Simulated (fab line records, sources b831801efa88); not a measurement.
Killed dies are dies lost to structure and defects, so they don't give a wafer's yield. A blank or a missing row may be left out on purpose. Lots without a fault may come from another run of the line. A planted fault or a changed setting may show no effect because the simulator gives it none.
Which tool did it? | flow sky130 | 12 lots, 36 wafers sampled, at 1 step of a route of 708

WHAT THE GAUGES READ, wafer by wafer
SKY_FIELD_ISO_THK_MEAS_25.
lot  | measured    | on            | FIELD_ISO_CVD_24_THK (nm)
L075 | day 2 14:20 | film_metro-04 | 593 597 595
L077 | day 2 23:09 | film_metro-04 | 601 602 601
L079 | day 3 14:14 | film_metro-02 | 611 612 608
L081 | day 3 19:56 | film_metro-04 | 591 591 601
L083 | day 4 06:38 | film_metro-01 | 600 603 602
L085 | day 4 16:04 | film_metro-02 | 603 602 604
L087 | day 5 02:14 | film_metro-04 | 586 590 586
L089 | day 5 13:35 | film_metro-01 | 598 587 590
L091 | day 5 23:43 | film_metro-04 | 584 585 582
L093 | day 6 09:05 | film_metro-01 | 598 595 588
L095 | day 6 20:14 | film_metro-02 | 600 601 611
L097 | day 7 06:44 | film_metro-01 | 591 595 589

WHICH TOOL RAN EACH LOT (tool, then ch and the chambers of the sampled wafers, then the start)
The record holds no process step before these readings.

THE ANSWER, worked out from the rows above alone
Rule: what is usual is taken from the lots themselves. Put in order of their means at a reading, lots are off if they are a third of the lots or fewer, leave a main group of 4 or more, and stand apart from it by a gap of 3 or more times the standard deviation of the main group's means; of several such gaps the widest counts. A main group whose means are all the same, to the digits that the tables above print for the reading, isn't used. A lot without any number at a reading at which 4 lots or more have one is off too. The other lots that the step has rows for count as sound.
No lot is off at any reading shown: from this, nothing can be told.

WHAT THE SIMULATOR HAD PUT IN
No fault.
